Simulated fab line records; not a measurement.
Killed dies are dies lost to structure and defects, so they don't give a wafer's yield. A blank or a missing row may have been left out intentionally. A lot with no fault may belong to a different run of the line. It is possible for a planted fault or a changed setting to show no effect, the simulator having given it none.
Shared-tool check	flow sky130	33 wafers sampled across 11 lots

## REASON FOR OPENING
SKY_SONOS_TUNNEL_TW_MEAS_12, reading SONOS_TUNNEL_TW: flagged on 1 of 11 lots. No-fault wafers: 197.8, standard deviation 1.9.
Rule: flag the lot when none of its wafers has a number, or when each of its wafers that has one lies beyond 4 standard deviations from that mean. The rest of the lots are taken to be sound.

lot	measured	on	SONOS_TUNNEL_TW, wafer by wafer	flag
L796	day 11 09:36	film metro-04	199.7 200.5 200.1	
L797	day 11 14:45	film metro-04	199.9 200.5 200.2	
L798	day 11 20:37	film metro-03	197.6 196.6 197.6	
L801	day 12 21:59	film metro-02	198.4 198.1 197.8	
L803	day 13 17:33	film metro-04	200.3 199.2 199.0	
L806	day 14 16:46	film metro-02	30.2 30.1 30.0	FLAGGED
L811	day 16 23:43	film metro-03	195.8 195.1 196.3	
L816	day 18 03:10	film metro-02	195.4 196.2 196.2	
L817	day 18 09:37	film metro-03	195.4 194.7 195.1	
L818	day 18 20:04	film metro-04	199.8 199.2 200.5	
L819	day 19 03:14	film metro-04	199.2 199.3 199.3	
The numbers of the flagged lots are 30.1 on average: -167.7 against the usual, or -88 standard deviations.

## TOOL THAT RAN EACH LOT
The record holds 2 process steps before the reading, out of a route of 708 steps. Read each cell as the tool, then ch plus the chambers that the sampled wafers visited, then the start.
lot	flag	SKY_FIELD_ISO_ETCH_14	SKY_SONOS_TUNNEL_EXPOSE_04
L796		rie diel-04 ch 1,2, day 2 05:25	iline stepper-01 ch 0, day 10 21:38
L797		rie diel-03 ch 0,3, day 2 11:16	iline stepper-01 ch 0, day 11 02:33
L798		rie diel-02 ch 1,2,3, day 2 15:09	iline stepper-01 ch 0, day 11 08:05
L801		rie diel-02 ch 1,2, day 3 07:34	iline stepper-01 ch 0, day 12 09:55
L803		rie diel-03 ch 0,1, day 3 18:01	iline stepper-02 ch 0, day 13 04:30
L806	FLAGGED	rie diel-04 ch 2,3, day 4 08:22	iline stepper-01 ch 0, day 14 02:31
L811		rie diel-03 ch 1,2, day 5 13:34	iline stepper-02 ch 0, day 16 09:06
L816		rie diel-02 ch 2,3, day 6 13:28	iline stepper-02 ch 0, day 17 12:09
L817		rie diel-04 ch 0,1,3, day 6 18:09	iline stepper-01 ch 0, day 17 17:58
L818		rie diel-03 ch 0,2,3, day 6 23:36	iline stepper-02 ch 0, day 18 04:42
L819		rie diel-04 ch 2,3, day 7 06:49	iline stepper-01 ch 0, day 18 12:00
What is done by these steps:
- SKY_FIELD_ISO_ETCH_14: etches BARC in N2/H2, stops on SiO2, time 45.9 s, target depth 60 nm.
- SKY_SONOS_TUNNEL_EXPOSE_04: exposes mask TUNM, target cd 410 nm.
- SKY_SONOS_TUNNEL_TW_MEAS_12

## FLAGGED AGAINST TOTAL, ONE TOOL AT A TIME (gauges that did the reading follow at the end)
step	tool	lots run	flagged	share of the flagged lots	sound lots run after its first flagged lot
SKY_FIELD_ISO_ETCH_14	rie diel-02	3	0	none	-
SKY_FIELD_ISO_ETCH_14	rie diel-03	4	0	none	-
SKY_FIELD_ISO_ETCH_14	rie diel-04	4	1	all	2 (L817,L819)
SKY_SONOS_TUNNEL_EXPOSE_04	iline stepper-01	7	1	all	2 (L817,L819)
SKY_SONOS_TUNNEL_EXPOSE_04	iline stepper-02	4	0	none	-
SKY_SONOS_TUNNEL_TW_MEAS_12	film metro-02	3	1	all	1 (L816)
SKY_SONOS_TUNNEL_TW_MEAS_12	film metro-03	3	0	none	-
SKY_SONOS_TUNNEL_TW_MEAS_12	film metro-04	5	0	none	-

## WHAT THE TABLE ALLOWS
All flagged lots were run by 3 table rows, namely rie diel-04 at SKY_FIELD_ISO_ETCH_14, iline stepper-01 at SKY_SONOS_TUNNEL_EXPOSE_04, film metro-02 at SKY_SONOS_TUNNEL_TW_MEAS_12.
- rie diel-04 at SKY_FIELD_ISO_ETCH_14 ran 4 lots, 1 of them flagged. After the first flagged lot (L817, L819), sound lots still ran on it; a lasting fault on the whole tool would not permit that.
- iline stepper-01 at SKY_SONOS_TUNNEL_EXPOSE_04 ran 7 lots, 1 of them flagged. After the first flagged lot (L817, L819), sound lots still ran on it; a lasting fault on the whole tool would not permit that.
- film metro-02 at SKY_SONOS_TUNNEL_TW_MEAS_12 ran 3 lots, 1 of them flagged. After the first flagged lot (L816), sound lots still ran on it; a lasting fault on the whole tool would not permit that.
Every row of the table either missed a flagged lot or ran a sound lot after the first.

## WHAT THE SIMULATOR PUT IN
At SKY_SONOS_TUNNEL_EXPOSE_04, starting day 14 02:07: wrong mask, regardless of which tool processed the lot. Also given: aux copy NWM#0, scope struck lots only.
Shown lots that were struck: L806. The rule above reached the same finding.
